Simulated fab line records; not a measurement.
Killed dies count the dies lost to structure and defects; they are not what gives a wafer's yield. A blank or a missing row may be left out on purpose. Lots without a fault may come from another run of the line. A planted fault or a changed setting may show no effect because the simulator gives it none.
Matching of chambers || flow gf180mcu || GF_V5_CVD_00 on hdpcvd-02: 3 sister chambers
The step deposits SiO2, target thk 300 nm, time 50 s. 6 wafers are shown with their chamber, then 9 later ones without.

WAFERS WITH THEIR CHAMBER
{"wafer": "L658.4", "chamber": 2, "sih4_flow_sccm (sccm)": 60.14}
{"wafer": "L660.2", "chamber": 0, "sih4_flow_sccm (sccm)": 60.20}
{"wafer": "L660.4", "chamber": 0, "sih4_flow_sccm (sccm)": 59.95}
{"wafer": "L661.2", "chamber": 1, "sih4_flow_sccm (sccm)": 60.08}
{"wafer": "L661.3", "chamber": 2, "sih4_flow_sccm (sccm)": 60.37}
{"wafer": "L661.6", "chamber": 1, "sih4_flow_sccm (sccm)": 60.05}

WAFERS WITH NO CHAMBER GIVEN
{"wafer": "L662.1", "sih4_flow_sccm (sccm)": 60.16}
{"wafer": "L662.4", "sih4_flow_sccm (sccm)": 59.65}
{"wafer": "L662.5", "sih4_flow_sccm (sccm)": 59.99}
{"wafer": "L665.1", "sih4_flow_sccm (sccm)": 60.39}
{"wafer": "L665.2", "sih4_flow_sccm (sccm)": 60.06}
{"wafer": "L665.5", "sih4_flow_sccm (sccm)": 60.32}
{"wafer": "L664.1", "sih4_flow_sccm (sccm)": 59.81}
{"wafer": "L664.2", "sih4_flow_sccm (sccm)": 59.82}
{"wafer": "L664.3", "sih4_flow_sccm (sccm)": 59.81}

WHICH CHAMBER EACH WENT THROUGH
{"wafer": "L662.1", "from the rows above": "can't be placed: 0 or 1 or 2", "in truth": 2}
{"wafer": "L662.4", "from the rows above": "can't be placed: 1 or 0 or 2", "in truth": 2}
{"wafer": "L662.5", "from the rows above": "can't be placed: 1 or 0 or 2", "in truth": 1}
{"wafer": "L665.1", "from the rows above": "can't be placed: 2 or 0 or 1", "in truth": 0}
{"wafer": "L665.2", "from the rows above": "can't be placed: 1 or 0 or 2", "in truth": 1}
{"wafer": "L665.5", "from the rows above": "can't be placed: 2 or 0 or 1", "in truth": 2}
{"wafer": "L664.1", "from the rows above": "can't be placed: 1 or 0 or 2", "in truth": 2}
{"wafer": "L664.2", "from the rows above": "can't be placed: 1 or 0 or 2", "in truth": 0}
{"wafer": "L664.3", "from the rows above": "can't be placed: 1 or 0 or 2", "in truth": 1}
Correctly placed: 0 of 9. These rows do not allow placing 9 (true chamber among the candidates in 9). Placed wrongly: 0.
How it was worked out, from the rows above alone: a wafer's distance from a chamber is the root of the sum, over the readings, of the square of ((its reading less the chamber's mean) divided by the reading's scatter). The wafer belongs to the nearest chamber; if the next one is less than 2 further off, it can't be placed. Each chamber's mean is taken over the wafers shown for it. The scatter is the square root of a quotient: the sum, over the shown wafers, of each reading's squared deviation from its chamber's mean, divided by wafers minus chambers.
